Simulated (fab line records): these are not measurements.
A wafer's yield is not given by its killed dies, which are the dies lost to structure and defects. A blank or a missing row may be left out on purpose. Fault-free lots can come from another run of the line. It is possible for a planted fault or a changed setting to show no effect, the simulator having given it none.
A lot that was struck, set against a sound lot :: flow sky130 :: 20 out of 708 route steps
Sound: wafers L492.4, L492.5, L492.6. Wafers L495.1, L495.2, L495.6 were the ones struck. The cause is given at the end.
Each step with rows lists, per side, the tool, then ch with its chambers, then its first start. Under that, the readings that differ: sound wafers :: struck wafers :: difference of the means :: sigmas: that difference in standard deviations of wafers without a fault.
alike: a reading whose means differ by less than 2 such deviations, as well as words and numbers matching on both sides. not compared: withheld readings; readings where some wafer has no value; bounds like >300 that might hide an equal value; numbers whose values overlap and for which the record gives no deviation.
The two part at a step that has a row with sigmas, a row that says differs or no value, or rows on one side only. When numbers do not overlap yet have no deviation, they are printed without sigmas and do not part them. A reading missing from all wafers of one side parts the sides only when that side holds two or more wafers.

first, 4 steps without rows for these wafers: SKY_VT_ADJUST_LVTN_SOFTBAKE_03; SKY_VT_ADJUST_LVTN_EXPOSE_04 (exposes mask NWM COMPLEMENT LESS NATIVE, target cd 840 nm); SKY_VT_ADJUST_LVTN_PEB_05; SKY_VT_ADJUST_LVTN_DEVELOP_06 (develop time 60 s).
SKY_VT_ADJUST_LVTN_OVL_MEAS_07:
  struck on overlay-02, day 9 20:32; sound on overlay-02, day 8 21:38
  alike: VT_ADJUST_LVTN_OVL
next, for these wafers, 1 step has no rows: SKY_VT_ADJUST_LVTN_IMPLANT_08.
SKY_VT_ADJUST_LVTN_STRIP_09: strips in O2/N2.
  sound on plasma_asher-04 ch 0,1, day 8 21:50; struck on plasma_asher-04 ch 0,1, day 9 20:43
  alike: drypump_motor_current_A, n2_flow_sccm, o2_flow_sccm, oes_product_au, strip_time_to_endpoint_s
  not compared: rf_hours_counter_h
SKY_VT_ADJUST_LVTN_TW_MEAS_10:
  struck on film_metro-03, day 9 20:49; sound on film_metro-03, day 8 21:56
  alike: VT_ADJUST_LVTN_TW
then, 4 steps without rows for these wafers: SKY_VT_ADJUST_LVTN_DEHYDRATE_11 (time 60 s); SKY_VT_ADJUST_LVTN_HMDS_12 (prime time 60 s); SKY_VT_ADJUST_LVTN_COAT_13 (resist thk 1140 nm); SKY_VT_ADJUST_LVTN_SOFTBAKE_14 (time 60 s).
SKY_VT_ADJUST_LVTN_EXPOSE_15: exposes mask HVN STD DERIVED, target cd 600 nm.
  sound on iline_stepper-01 ch 0, day 9 08:58; struck on iline_stepper-02 ch 0, day 10 07:14
reading: mask
sound: HVN_STD_DERIVED#0 HVN_STD_DERIVED#0 HVN_STD_DERIVED#0
struck: HVTPM#0 HVTPM#0 HVTPM#0
difference: differs
sigmas: 
  alike: focus_offset_nm
then, 2 steps without rows for these wafers: SKY_VT_ADJUST_LVTN_PEB_16; SKY_VT_ADJUST_LVTN_DEVELOP_17 (develop time 60 s).
SKY_VT_ADJUST_LVTN_OVL_MEAS_18:
  struck on overlay-02, day 10 17:56; sound on overlay-01, day 9 19:58
reading: VT_ADJUST_LVTN_01_OVL (nm)
sound: 1.4 -0.3 0.5
struck: - - -
difference: no value on the struck wafers
sigmas: 
next, for these wafers, 1 step has no rows: SKY_VT_ADJUST_LVTN_IMPLANT_19.
SKY_VT_ADJUST_LVTN_STRIP_20: strips in O2/N2.
  sound on plasma_asher-02 ch 0,1, day 9 20:10; struck on plasma_asher-01 ch 0,1, day 10 18:07
  alike: drypump_motor_current_A, n2_flow_sccm, o2_flow_sccm, oes_product_au, strip_time_to_endpoint_s
  not compared: rf_hours_counter_h
SKY_VT_ADJUST_LVTN_TW_MEAS_21:
  struck on film_metro-02, day 10 18:13; sound on film_metro-02, day 9 20:16
reading: VT_ADJUST_LVTN_2_TW
sound: 187.2 187.6 187.5
struck: 30.1 30.3 30.1
difference: -157.3
sigmas: -99 or more
then, 1 step without rows for these wafers: SKY_VT_ADJUST_NCORE_DEHYDRATE_00 (time 60 s).

## WHERE THEY PART
Earliest at SKY_VT_ADJUST_LVTN_EXPOSE_15; latest, in this record, at SKY_VT_ADJUST_LVTN_TW_MEAS_21.

WHY: what the simulator had put in
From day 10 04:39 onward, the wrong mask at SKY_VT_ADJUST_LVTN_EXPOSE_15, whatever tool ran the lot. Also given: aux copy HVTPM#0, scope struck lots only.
